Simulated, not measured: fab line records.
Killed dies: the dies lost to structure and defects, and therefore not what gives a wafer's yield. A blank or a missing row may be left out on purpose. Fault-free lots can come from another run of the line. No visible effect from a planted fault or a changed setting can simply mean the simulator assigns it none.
fab line records | flow sky130
record: lots: 7 | wafers: 19 | lastDay: 50
route steps=708 shown DNWELL@39 PWDE@45 NWELL@56
lots with no fault: from the same line, run without faults
startH: hours from the record's opening day to when the first of the lot's shown wafers began | waitH: hours since the lot's step before | " unchanged from the row above | L1.1+2: one row covering several wafers at once | - no value present, or no start provided | * or withheld: withheld | < > ~ a bound
route shown NAME@n: names a module that has steps shown in the file, with the first one's number in the route | usual: mean/standard deviation of fault-free wafers | same: alike in all rows | chamber/n: place in a boat | sites: per-site readings | _std_site: standard deviation of those values | _edge_site: mean of outer sites minus mean of inner sites | radiusMm: for every site, how far away it sits from the centre of the wafer | mask NAME#n: copy n | behind: tool/chamber where the wafer was last shaped | hold: why the lot went on hold/how many hours it stayed there/how the hold came to an end | device: which transistor (n, p or np) failed to switch | end of line: the route-end tests of the same wafers | where a step has no rows: the recipe by itself | killed: count of dies lost to structure and defects at first sort (not the wafer's yield) | map: a wafer's dies, marking killed ones x, the rest . and places with no die _
set.NAME: the setting as run; set.NAME@STEP: as run at that earlier step | model.NAME: the simulator's own value behind a step, which no gauge read
certain route steps with their lots: each step a table, each wafer a row
services: from which hour (startH, from the record's first day; less than 0 if before it) a tool's chamber was out of use, for how many hours, and why
== steps ==
step: SKY_DNWELL_EXPOSE_04
recipe: maskId: DNM | na: 0.57 | targetCdNm: 3000 | doseMj: 222
step: SKY_DNWELL_PEB_05
recipe: tempC: 115 | timeS: withheld
step: SKY_DNWELL_DEVELOP_06
recipe: wallAngleDeg: 90 | developer: TMAH | developTimeS: 60 | devTempC: 23
step: SKY_DNWELL_IMPLANT_07
recipe: species: P | energyKev: withheld | doseCm2: withheld | tiltDeg: withheld
step: SKY_DNWELL_STRIP_08
recipe: chemistry: O2/N2 | powerW: 1400 | pressureMtorr: 1500 | platenTempC: withheld | o2FlowSccm: 3000 | n2FlowSccm: 300 | overashFraction: 0.5
usual: drypumpMotorCurrentA: 5.83/0.17 | n2FlowSccm: 299.8/0.9 | oesProductAu: 0.723/0.0048 | stripTimeToEndpointS: 36.86/0.11
lot.wafer | tool           | chamber | startH | waitH | drypumpMotorCurrentA | n2FlowSccm | oesProductAu | rfHoursCounterH | stripTimeToEndpointS
L323.1    | plasmaAsher-02 | 0       | 57.81  | 0.1   | 5.97                 | 299.2      | 0.727        | 23              | 36.92
L323.2    | "              | 1       | "      | "     | 5.56                 | 298.6      | 0.735        | 23              | 37.01
L323.4    | "              | 0       | "      | "     | 5.96                 | 299.2      | 0.721        | -               | 36.93
L327.2    | plasmaAsher-03 | 1       | 79.04  | 0.1   | 5.65                 | 299.6      | 0.714        | 40              | 36.88
L327.5    | "              | 1       | "      | "     | 5.63                 | 299.2      | 0.721        | -               | 36.91
L327.6    | "              | 0       | "      | "     | 5.97                 | 300.3      | 0.732        | -               | 36.86
L329.2    | plasmaAsher-02 | 1       | 91.29  | 0.1   | 5.56                 | 299.6      | 0.724        | 27              | 36.85
L329.4    | "              | 1       | "      | "     | 5.57                 | 299.7      | 0.720        | -               | 36.78
L329.6    | "              | 1       | "      | "     | 5.55                 | 298.7      | 0.723        | -               | 36.88
L339.1    | plasmaAsher-01 | 0       | 145.89 | 0.1   | 5.95                 | 299.7      | 0.713        | 3               | 36.86
L339.2    | "              | 1       | "      | "     | 5.92                 | 298.5      | 0.729        | 3               | 36.88
L340.2    | plasmaAsher-01 | 1       | 150.73 | 0.1   | 5.88                 | 300.3      | 0.724        | 3               | 37.02
L340.3    | "              | 1       | "      | "     | 5.94                 | 301.1      | 0.727        | -               | 36.87
L340.4    | "              | 0       | "      | "     | 5.93                 | 299.4      | 0.725        | -               | 36.97
L341.2    | plasmaAsher-01 | 1       | 153.74 | 0.1   | 5.90                 | 300.7      | 0.723        | 3               | 36.89
L341.6    | "              | 1       | "      | "     | 5.91                 | 300.9      | 0.726        | -               | 36.84
L344.1    | plasmaAsher-03 | 1       | 169.71 | 0.1   | 5.63                 | 299.0      | 0.717        | 50              | 36.74
L344.2    | "              | 0       | "      | "     | 5.99                 | 300.5      | 0.717        | 50              | 36.82
L344.6    | "              | 1       | "      | "     | 5.63                 | 298.9      | 0.725        | -               | 36.81
step: SKY_DNWELL_TW_MEAS_09
usual: DNWELL_TW: 1111/9
lot.wafer | tool         | chamber | startH | waitH | DNWELL_TW
L323.1    | filmMetro-01 | -       | 57.91  | 0.1   | 1118
L323.2    | "            | -       | "      | "     | 1122
L323.4    | "            | -       | "      | "     | 1118
L327.2    | filmMetro-04 | -       | 79.15  | 0.1   | 1094
L327.5    | "            | -       | "      | "     | 1098
L327.6    | "            | -       | "      | "     | 1092
L329.2    | filmMetro-04 | -       | 91.40  | 0.1   | 1093
L329.4    | "            | -       | "      | "     | 1094
L329.6    | "            | -       | "      | "     | 1097
L339.1    | filmMetro-03 | -       | 145.99 | 0.1   | 1119
L339.2    | "            | -       | "      | "     | 1118
L340.2    | filmMetro-04 | -       | 150.84 | 0.1   | 1096
L340.3    | "            | -       | "      | "     | 1105
L340.4    | "            | -       | "      | "     | 1107
L341.2    | filmMetro-01 | -       | 153.85 | 0.1   | 1114
L341.6    | "            | -       | "      | "     | 1115
L344.1    | filmMetro-04 | -       | 169.81 | 0.1   | 1110
L344.2    | "            | -       | "      | "     | 1106
L344.6    | "            | -       | "      | "     | 1108
step: SKY_PWDE_DEHYDRATE_00
recipe: tempC: 200 | timeS: 60
step: SKY_PWDE_HMDS_01
recipe: primeTimeS: 60 | primeTempC: 120
step: SKY_PWDE_COAT_02
recipe: spinRpm: 2000 | resistThkNm: 3000
step: SKY_PWDE_SOFTBAKE_03
recipe: tempC: 110 | timeS: withheld
step: SKY_PWDE_EXPOSE_04
recipe: maskId: PWDEM | na: 0.6 | sourceShape: conventional | sigmaOuter: 0.6 | polarization: unpolarized | targetCdNm: 840 | doseMj: 214
step: SKY_PWDE_PEB_05
recipe: tempC: 115 | timeS: withheld
step: SKY_PWDE_DEVELOP_06
recipe: wallAngleDeg: 90 | developer: TMAH | developTimeS: 60 | devTempC: 23
lot.wafer  | tool          | chamber | startH | waitH
L323.1+2+4 | lithoTrack-02 | 0       | 74     | -
L327.2+5+6 | lithoTrack-01 | 0       | 96     | -
L329.2+4+6 | lithoTrack-04 | 0       | 108    | -
L339.1+2   | lithoTrack-01 | 0       | 166    | -
L340.2+3+4 | lithoTrack-01 | 0       | 170    | -
L341.2+6   | lithoTrack-01 | 0       | 172    | -
L344.1+2+6 | lithoTrack-02 | 0       | 189    | -
step: SKY_PWDE_OVL_MEAS_07
usual: PWDE_OVL: 2.2/1.3
lot.wafer | tool       | chamber | startH | waitH | PWDE_OVL[nm]
L323.1    | overlay-01 | -       | 74.24  | -     | 2.1
L323.2    | "          | -       | "      | "     | 3.7
L323.4    | "          | -       | "      | "     | 2.5
L327.2    | overlay-02 | -       | 96.62  | -     | 1.4
L327.5    | "          | -       | "      | "     | 0.5
L327.6    | "          | -       | "      | "     | 1.1
L329.2    | overlay-01 | -       | 108.68 | -     | 2.0
L329.4    | "          | -       | "      | "     | 1.2
L329.6    | "          | -       | "      | "     | 0.9
L339.1    | overlay-01 | -       | 166.22 | -     | -
L339.2    | "          | -       | "      | "     | -
L340.2    | overlay-01 | -       | 170.57 | -     | -
L340.3    | "          | -       | "      | "     | 0.6
L340.4    | "          | -       | "      | "     | -0.8
L341.2    | overlay-01 | -       | 172.82 | -     | -
L341.6    | "          | -       | "      | "     | 2.2
L344.1    | overlay-01 | -       | 189.94 | -     | 0.7
L344.2    | "          | -       | "      | "     | -0.2
L344.6    | "          | -       | "      | "     | -0.1
step: SKY_PWDE_IMPLANT_08
recipe: species: B | energyKev: 150 | doseCm2: 3.6e+12 | tiltDeg: withheld
step: SKY_PWDE_STRIP_09
recipe: chemistry: O2/N2 | powerW: 1400 | pressureMtorr: 1500 | platenTempC: withheld | o2FlowSccm: 3000 | n2FlowSccm: 300 | overashFraction: 0.5
usual: drypumpMotorCurrentA: 5.7/0.43 | n2FlowSccm: 300.0/0.96 | oesProductAu: 0.722/0.0048 | stripTimeToEndpointS: 36.89/0.12
lot.wafer | tool           | chamber | startH | waitH | drypumpMotorCurrentA | n2FlowSccm | oesProductAu | rfHoursCounterH | stripTimeToEndpointS
L323.1    | plasmaAsher-04 | 1       | 74.42  | 0.1   | 5.9                  | 300.1      | 0.714        | 37              | 37.10
L323.2    | "              | 0       | "      | "     | 4.8                  | 299.2      | 0.727        | 37              | 37.05
L323.4    | "              | 0       | "      | "     | 4.8                  | 300.1      | 0.722        | -               | 37.00
L327.2    | plasmaAsher-04 | 0       | 96.80  | 0.1   | 4.8                  | 300.5      | 0.719        | 39              | 36.68
L327.5    | "              | 0       | "      | "     | 4.8                  | 301.6      | 0.730        | -               | 36.73
L327.6    | "              | 1       | "      | "     | 5.9                  | 298.7      | 0.714        | -               | 36.75
L329.2    | plasmaAsher-03 | 0       | 108.86 | 0.1   | 6.0                  | 300.8      | 0.723        | 43              | 36.75
L329.4    | "              | 1       | "      | "     | 5.7                  | 299.9      | 0.718        | -               | 36.91
L329.6    | "              | 1       | "      | "     | 5.7                  | 299.8      | 0.719        | -               | 36.81
L339.1    | plasmaAsher-04 | 0       | 166.40 | 0.1   | 4.8                  | 302.3      | 0.723        | 46              | 37.00
L339.2    | "              | 1       | "      | "     | 5.9                  | 300.0      | 0.727        | 46              | 36.93
L340.2    | plasmaAsher-04 | 0       | 170.75 | 0.1   | 4.8                  | 299.4      | 0.722        | 47              | 36.87
L340.3    | "              | 0       | "      | "     | 4.8                  | 299.2      | 0.726        | -               | 36.80
L340.4    | "              | 1       | "      | "     | 5.9                  | 299.4      | 0.717        | -               | 36.84
L341.2    | plasmaAsher-01 | 0       | 173.00 | 0.1   | 5.9                  | 298.1      | 0.723        | 5               | 36.92
L341.6    | "              | 1       | "      | "     | 5.9                  | 300.2      | 0.719        | -               | 36.88
L344.1    | plasmaAsher-01 | 0       | 190.12 | 0.1   | 5.9                  | 299.4      | 0.723        | 7               | 36.84
L344.2    | "              | 1       | "      | "     | 5.9                  | 298.6      | 0.719        | 7               | 36.82
L344.6    | "              | 1       | "      | "     | 5.9                  | 300.2      | 0.714        | -               | 36.82
step: SKY_PWDE_TW_MEAS_10
usual: PWDE_TW: 373.4/2.9
lot.wafer | tool         | chamber | startH | waitH | PWDE_TW
L323.1    | filmMetro-04 | -       | 74.52  | 0.1   | 369.0
L323.2    | "            | -       | "      | "     | 368.7
L323.4    | "            | -       | "      | "     | 367.9
L327.2    | filmMetro-01 | -       | 96.91  | 0.1   | 376.0
L327.5    | "            | -       | "      | "     | 376.3
L327.6    | "            | -       | "      | "     | 377.0
L329.2    | filmMetro-01 | -       | 108.97 | 0.1   | 376.3
L329.4    | "            | -       | "      | "     | 377.2
L329.6    | "            | -       | "      | "     | 375.1
L339.1    | filmMetro-01 | -       | 166.50 | 0.1   | 30.1
L339.2    | "            | -       | "      | "     | 30.0
L340.2    | filmMetro-04 | -       | 170.86 | 0.1   | 29.9
L340.3    | "            | -       | "      | "     | 372.4
L340.4    | "            | -       | "      | "     | 369.8
L341.2    | filmMetro-03 | -       | 173.11 | 0.1   | 30.2
L341.6    | "            | -       | "      | "     | 377.2
L344.1    | filmMetro-01 | -       | 190.22 | 0.1   | 375.7
L344.2    | "            | -       | "      | "     | 374.4
L344.6    | "            | -       | "      | "     | 375.8
step: SKY_NWELL_DEHYDRATE_03
recipe: tempC: 200 | timeS: 60
== services ==
tool           | chamber | startH | hours | kind
plasmaAsher-04 | -       | 65.90  | 6.9   | repair
plasmaAsher-01 | -       | 108.75 | 9.0   | pm
plasmaAsher-01 | 0       | 108.75 | 9.0   | ventCycle
plasmaAsher-01 | 1       | 108.75 | 9.0   | ventCycle
plasmaAsher-01 | 0       | 117.75 | -     | clean
plasmaAsher-01 | 1       | 117.75 | -     | clean
plasmaAsher-02 | -       | 128.84 | 5.3   | repair
plasmaAsher-01 | -       | 147.56 | 2.8   | pm
plasmaAsher-03 | -       | 166.17 | 0.8   | repair
== key ==
firstSign: step: SKY_PWDE_OVL_MEAS_07 | reading: PWDE_OVL | direction: missing
effect: step: SKY_PWDE_TW_MEAS_10 | reading: PWDE_TW | direction: down | sigmas: 99+ | usual: 373.4 | struck: 30.0
metAt SKY_PWDE_DEVELOP_06
struckWafers L339.1,L339.2,L340.2,L341.2
sortLeftOut L339.1,L339.2,L340.2,L341.2
testerLeftOut L339,L340,L341
onsetBetween 96 166
fault: kind: processParameterDrift | tool: lithoTrack-01 | chamber: - | onsetH: 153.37 | steps: SKY_PWDE_DEVELOP_06 | channel: developTimeS | offset: * | shape: step | endH: 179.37 | scope: struckWafersOnly | actsIn: * | stated: *
testerLeftOut: of these lots the tester's yield and bins aren't shown, on N5 and GAA mostly nor the transistor test; their killed dies are dies lost to structure and defects alone, not to doping, threshold or leakage, so they don't give the yield
sortLeftOut: the simulated sort isn't trusted on such a fault, so these wafers' sort isn't shown, and their yield isn't known
